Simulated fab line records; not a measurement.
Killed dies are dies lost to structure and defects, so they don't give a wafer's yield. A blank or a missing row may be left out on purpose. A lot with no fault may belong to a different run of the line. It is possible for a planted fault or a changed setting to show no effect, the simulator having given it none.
Which of the tools did it? / flow sky130 / 10 lots with 30 wafers sampled at 3 steps, on a route of 708 steps

## WHAT THE GAUGES SHOWED, per wafer
SKY_VIA2_THK_MEAS_01.
lot=L991; measured=day 35 23:00; on=film-metro-03; VIA2_HDPCVD_THK (nm)=1167 1154 1161
lot=L992; measured=day 36 07:40; on=film-metro-03; VIA2_HDPCVD_THK (nm)=1161 1175 1156
lot=L995; measured=day 37 00:37; on=film-metro-04; VIA2_HDPCVD_THK (nm)=1160 1151 1150
lot=L999; measured=day 38 05:46; on=film-metro-04; VIA2_HDPCVD_THK (nm)=1158 1183 1181
lot=L105; measured=day 39 16:41; on=film-metro-04; VIA2_HDPCVD_THK (nm)=1186 1158 1176
lot=L104; measured=day 39 18:02; on=film-metro-03; VIA2_HDPCVD_THK (nm)=1184 1181 1190
lot=L107; measured=day 40 12:14; on=film-metro-03; VIA2_HDPCVD_THK (nm)=1184 1121 1135
lot=L110; measured=day 41 04:47; on=film-metro-01; VIA2_HDPCVD_THK (nm)=1192 1172 1184
lot=L112; measured=day 41 22:18; on=film-metro-03; VIA2_HDPCVD_THK (nm)=1156 1178 1159
lot=L114; measured=day 42 04:07; on=film-metro-01; VIA2_HDPCVD_THK (nm)=1161 1140 1174

## EACH LOT AND THE TOOL THAT RAN IT (in order: tool; ch and the chambers of the sampled wafers; start)
lot=L991; SKY_METAL1_METAL_ETCH_19=rie-metal-04 ch 0,1, day 33 14:38; SKY_METAL1_STRIP_20=plasma-asher-01 ch 0,1, day 33 14:44
lot=L992; SKY_METAL1_METAL_ETCH_19=rie-metal-03 ch 0, day 33 21:49; SKY_METAL1_STRIP_20=plasma-asher-01 ch 0, day 33 21:58
lot=L995; SKY_METAL1_METAL_ETCH_19=rie-metal-03 ch 0,1, day 34 14:35; SKY_METAL1_STRIP_20=plasma-asher-04 ch 0,1, day 34 14:40
lot=L999; SKY_METAL1_METAL_ETCH_19=rie-metal-03 ch 0,1, day 35 20:58; SKY_METAL1_STRIP_20=plasma-asher-01 ch 0,1, day 35 21:03
lot=L105; SKY_METAL1_METAL_ETCH_19=rie-metal-03 ch 0,1, day 37 09:54; SKY_METAL1_STRIP_20=plasma-asher-01 ch 1, day 37 09:59
lot=L104; SKY_METAL1_METAL_ETCH_19=rie-metal-03 ch 0,1, day 37 11:55; SKY_METAL1_STRIP_20=plasma-asher-03 ch 0,1, day 37 12:01
lot=L107; SKY_METAL1_METAL_ETCH_19=rie-metal-01 ch 1, day 38 07:05; SKY_METAL1_STRIP_20=plasma-asher-01 ch 0, day 38 07:10
lot=L110; SKY_METAL1_METAL_ETCH_19=rie-metal-04 ch 0,1, day 39 00:31; SKY_METAL1_STRIP_20=plasma-asher-01 ch 0,1, day 39 00:37
lot=L112; SKY_METAL1_METAL_ETCH_19=rie-metal-03 ch 1, day 39 18:05; SKY_METAL1_STRIP_20=plasma-asher-04 ch 0,1, day 39 18:10
lot=L114; SKY_METAL1_METAL_ETCH_19=rie-metal-03 ch 0,1, day 39 23:50; SKY_METAL1_STRIP_20=plasma-asher-01 ch 0,1, day 39 23:55
- SKY_METAL1_METAL_ETCH_19: etches the open film in Cl2/BCl3, stops on SiO2, target depth 360 nm, time 78 s.
- SKY_METAL1_STRIP_20: strips in O2/N2.

## AS READ BY THE TOOLS THEMSELVES (means over the sampled wafers that have a number; for cases with no such wafer, the mark the record gives instead)
SKY_METAL1_METAL_ETCH_19.
lot=L991; tool=rie-metal-04; bias-w (W)=48.46; drypump-motor-current-A (A)=5.1; oes-product-au (a.u.)=0.850; throttle-valve-pct (%)=22.257
lot=L992; tool=rie-metal-03; bias-w (W)=48.47; drypump-motor-current-A (A)=5.3; oes-product-au (a.u.)=0.854; throttle-valve-pct (%)=22.268
lot=L995; tool=rie-metal-03; bias-w (W)=48.48; drypump-motor-current-A (A)=5.7; oes-product-au (a.u.)=0.859; throttle-valve-pct (%)=22.262
lot=L999; tool=rie-metal-03; bias-w (W)=44.20; drypump-motor-current-A (A)=5.5; oes-product-au (a.u.)=0.852; throttle-valve-pct (%)=22.268
lot=L105; tool=rie-metal-03; bias-w (W)=44.25; drypump-motor-current-A (A)=5.5; oes-product-au (a.u.)=0.859; throttle-valve-pct (%)=22.265
lot=L104; tool=rie-metal-03; bias-w (W)=46.32; drypump-motor-current-A (A)=5.7; oes-product-au (a.u.)=0.852; throttle-valve-pct (%)=22.267
lot=L107; tool=rie-metal-01; bias-w (W)=48.41; drypump-motor-current-A (A)=5.9; oes-product-au (a.u.)=0.856; throttle-valve-pct (%)=22.258
lot=L110; tool=rie-metal-04; bias-w (W)=48.62; drypump-motor-current-A (A)=5.5; oes-product-au (a.u.)=0.861; throttle-valve-pct (%)=22.277
lot=L112; tool=rie-metal-03; bias-w (W)=48.56; drypump-motor-current-A (A)=6.0; oes-product-au (a.u.)=0.853; throttle-valve-pct (%)=22.261
lot=L114; tool=rie-metal-03; bias-w (W)=48.60; drypump-motor-current-A (A)=5.5; oes-product-au (a.u.)=0.858; throttle-valve-pct (%)=22.265

SKY_METAL1_STRIP_20.
lot=L991; tool=plasma-asher-01; drypump-motor-current-A (A)=6.1; oes-product-au (a.u.)=0.344; strip-time-to-endpoint-s (s)=2.65
lot=L992; tool=plasma-asher-01; drypump-motor-current-A (A)=6.4; oes-product-au (a.u.)=0.341; strip-time-to-endpoint-s (s)=2.70
lot=L995; tool=plasma-asher-04; drypump-motor-current-A (A)=5.8; oes-product-au (a.u.)=0.343; strip-time-to-endpoint-s (s)=2.67
lot=L999; tool=plasma-asher-01; drypump-motor-current-A (A)=6.1; oes-product-au (a.u.)=0.343; strip-time-to-endpoint-s (s)=2.78
lot=L105; tool=plasma-asher-01; drypump-motor-current-A (A)=5.6; oes-product-au (a.u.)=0.349; strip-time-to-endpoint-s (s)=2.81
lot=L104; tool=plasma-asher-03; drypump-motor-current-A (A)=5.4; oes-product-au (a.u.)=0.347; strip-time-to-endpoint-s (s)=2.70
lot=L107; tool=plasma-asher-01; drypump-motor-current-A (A)=6.4; oes-product-au (a.u.)=0.342; strip-time-to-endpoint-s (s)=2.65
lot=L110; tool=plasma-asher-01; drypump-motor-current-A (A)=6.1; oes-product-au (a.u.)=0.345; strip-time-to-endpoint-s (s)=2.72
lot=L112; tool=plasma-asher-04; drypump-motor-current-A (A)=5.8; oes-product-au (a.u.)=0.346; strip-time-to-endpoint-s (s)=2.67
lot=L114; tool=plasma-asher-01; drypump-motor-current-A (A)=6.1; oes-product-au (a.u.)=0.342; strip-time-to-endpoint-s (s)=2.67

## THE ANSWER, worked out from the rows above alone
Rule: what is usual is taken from the lots themselves. The widest of any qualifying gaps counts: lots, ordered by their means at a reading, are off when they make up no more than a third of the lots, leave a main group of 4 or more, and stand apart from it by 3 or more times the standard deviation of that group's means. A main group is skipped when, at the precision printed for the reading in the tables above, its means are all equal. Also off: a lot with no number at a reading for which 4 or more lots have one. All remaining lots with rows at the step are treated as sound. Order of review: gauges by route order, followed by the tools' own readings, for which a lot's mean as printed above is used. At the first step where some lot is off, the reading lying furthest off is the one used; lots without a number count as furthest.
Off: L999, L105, L104, at SKY_METAL1_METAL_ETCH_19 (bias-w). Mean 48.51 W and standard deviation 0.073 in the main group.
A tool fits if, at that step or a process step before it, it ran every lot that is off, and no sound lot after the first of them. Not one of the candidates tried fits.

## WHAT THE SIMULATOR HAD INSERTED
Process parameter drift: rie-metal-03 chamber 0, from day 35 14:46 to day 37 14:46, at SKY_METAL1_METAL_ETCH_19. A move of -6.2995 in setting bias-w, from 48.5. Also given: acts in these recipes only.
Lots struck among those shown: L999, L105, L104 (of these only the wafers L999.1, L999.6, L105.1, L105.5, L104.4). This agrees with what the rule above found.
